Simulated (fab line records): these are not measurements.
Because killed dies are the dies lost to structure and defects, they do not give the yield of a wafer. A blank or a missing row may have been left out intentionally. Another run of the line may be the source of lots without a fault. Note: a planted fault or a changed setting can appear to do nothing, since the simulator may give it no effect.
A struck lot beside a sound one | flow sky130 | 43 out of 708 route steps
Sound: wafers L166.1, L166.3, L166.4. Struck: wafers L175.1, L175.3, L175.4. The cause comes at the end.
At each step with rows: each side's tool, then ch and its chambers, then its first start. Under that, the readings that differ: sound wafers | struck wafers | difference of the means | sigmas: that difference in standard deviations of wafers without a fault.
alike: a reading whose means differ by less than 2 such deviations, as well as words and numbers matching on both sides. not compared: withheld readings; readings where some wafer has no value; bounds like >300 that might hide an equal value; numbers whose values overlap and for which the record gives no deviation.
The two part at a step that has a row with sigmas, a row that says differs or no value, or rows on one side only. When numbers do not overlap yet have no deviation, they are printed without sigmas and do not part them. A reading that every wafer of one side lacks parts them only if that side has two wafers or more.

SKY_POLY_GATE_CD_MEAS_22:
  sound: cd sem-02 at day 16 13:54; struck: cd sem-02 at day 19 17:22
  alike: cd nm
then, 7 steps without rows for these wafers: SKY_LDD_N_DEHYDRATE_00 (time 60 s); SKY_LDD_N_HMDS_01 (prime time 60 s); SKY_LDD_N_COAT_02 (resist thk 300 nm); SKY_LDD_N_SOFTBAKE_03 (time 60 s); SKY_LDD_N_EXPOSE_04 (exposes mask NTM, target cd 840 nm); SKY_LDD_N_PEB_05; SKY_LDD_N_DEVELOP_06 (develop time 58.15 s).
SKY_LDD_N_OVL_MEAS_07:
  sound: overlay-01 at day 17 14:43; struck: overlay-01 at day 20 23:08
  alike: LDD_N_OVL
then, 3 steps without rows for these wafers: SKY_LDD_N_IMPLANT_08; SKY_LDD_N_IMPLANT_09; SKY_LDD_N_IMPLANT_10.
SKY_LDD_N_IMPLANT_11:
  sound on implanter-04 ch 0, day 17 15:12; struck on implanter-04 ch 0, day 20 23:38
  alike: beam energy keV, end station pressure torr, faraday current uA
then, 4 steps without rows for these wafers: SKY_LDD_N_IMPLANT_12; SKY_LDD_N_IMPLANT_13; SKY_LDD_N_IMPLANT_14; SKY_LDD_N_IMPLANT_15.
SKY_LDD_N_STRIP_16: strips in O2/N2.
  sound on plasma asher-04 ch 0,1, day 17 15:57; struck on plasma asher-04 ch 0,1, day 21 00:23
  alike: drypump motor current A, oes product au, strip time to endpoint s
  not compared: rf hours counter h
SKY_LDD_N_TW_MEAS_17:
  sound: film metro-02 at day 17 16:03; struck: film metro-04 at day 21 00:29
  alike: LDD_N_TW
then, 7 steps without rows for these wafers: SKY_LDD_P_DEHYDRATE_00 (time 60 s); SKY_LDD_P_HMDS_01 (prime time 60 s); SKY_LDD_P_COAT_02 (resist thk 1140 nm); SKY_LDD_P_SOFTBAKE_03 (time 60 s); SKY_LDD_P_EXPOSE_04 (exposes mask PSDM, target cd 380 nm); SKY_LDD_P_PEB_05; SKY_LDD_P_DEVELOP_06 (develop time 60 s).
SKY_LDD_P_CD_MEAS_07: target cd 380 nm.
  sound: cd sem-02 at day 18 22:36; struck: cd sem-01 at day 22 07:23
  alike: cd nm
SKY_LDD_P_OVL_MEAS_08:
  sound: overlay-01 at day 18 22:43; struck: overlay-02 at day 22 07:31
  alike: LDD_P_OVL
then, 1 step without rows for these wafers: SKY_LDD_P_IMPLANT_09.
SKY_LDD_P_STRIP_10: strips in O2/N2.
  sound on plasma asher-01 ch 0,1, day 18 22:55; struck on plasma asher-03 ch 0,1, day 22 07:42
  reading                      | sound             | struck            | difference | sigmas
  strip time to endpoint s (s) | 14.25 14.25 14.26 | 14.15 14.14 14.14 | -0.11      | -2
  alike: drypump motor current A, oes product au
  not compared: rf hours counter h
SKY_LDD_P_TW_MEAS_11:
  sound: film metro-01 at day 18 23:01; struck: film metro-04 at day 22 07:48
  alike: LDD_P_TW
then, 7 steps without rows for these wafers: SKY_LDD_HVN_DEHYDRATE_00 (time 60 s); SKY_LDD_HVN_HMDS_01 (prime time 60 s); SKY_LDD_HVN_COAT_02 (resist thk 300 nm); SKY_LDD_HVN_SOFTBAKE_03 (time 60 s); SKY_LDD_HVN_EXPOSE_04 (exposes mask HVNTM, target cd 700 nm); SKY_LDD_HVN_PEB_05; SKY_LDD_HVN_DEVELOP_06 (develop time 60 s).
SKY_LDD_HVN_OVL_MEAS_07:
  sound: overlay-01 at day 20 06:04; struck: overlay-01 at day 23 14:19
  alike: LDD_HVN_OVL
then, 1 step without rows for these wafers: SKY_LDD_HVN_IMPLANT_08.
SKY_LDD_HVN_STRIP_09: strips in O2/N2.
  sound on plasma asher-04 ch 0,1, day 20 06:15; struck on plasma asher-03 ch 0,1, day 23 14:30
  alike: drypump motor current A, oes product au, strip time to endpoint s
  not compared: rf hours counter h
SKY_LDD_HVN_TW_MEAS_10:
  sound: film metro-01 at day 20 06:21; struck: film metro-01 at day 23 14:36
  alike: LDD_HVN_TW
-- record jumps: 24 days separate the struck wafers' starts on either side; left off in module LDD_HVN, taken up again in module PAD_OPEN, whose first shown step is the route's number 708 --
SKY_PAD_OPEN_PROBE_99:
  sound: prober-01 at day 45 14:29; struck: prober-02 at day 48 00:15
  reading                           | sound             | struck            | difference | sigmas
  model.etest.tip n.rs ohm sq       | 437.4 436.4 436.8 | 461.4 461.2 464   | +25.3      |
  model.etest.tip n.rs ohm sq range | 12.79 15 13.97    | 26.66 21.29 32.44 | +12.88     |
  alike: killed_at_M0_to_M3, killed_at_M4_up, killed at contacts, killed at front end, killed at other, killed dies, killed open, killed short
  not compared: model.etest.tip n.rs ohm sq rim less centre

== WHERE THEY PART ==
Within this record, at SKY_LDD_P_STRIP_10 only. Later steps at which nothing parts them and some readings are alike: SKY_LDD_P_TW_MEAS_11, SKY_LDD_HVN_OVL_MEAS_07, SKY_LDD_HVN_STRIP_09, SKY_LDD_HVN_TW_MEAS_10, SKY_PAD_OPEN_PROBE_99.

WHY: what had been put in by the simulator
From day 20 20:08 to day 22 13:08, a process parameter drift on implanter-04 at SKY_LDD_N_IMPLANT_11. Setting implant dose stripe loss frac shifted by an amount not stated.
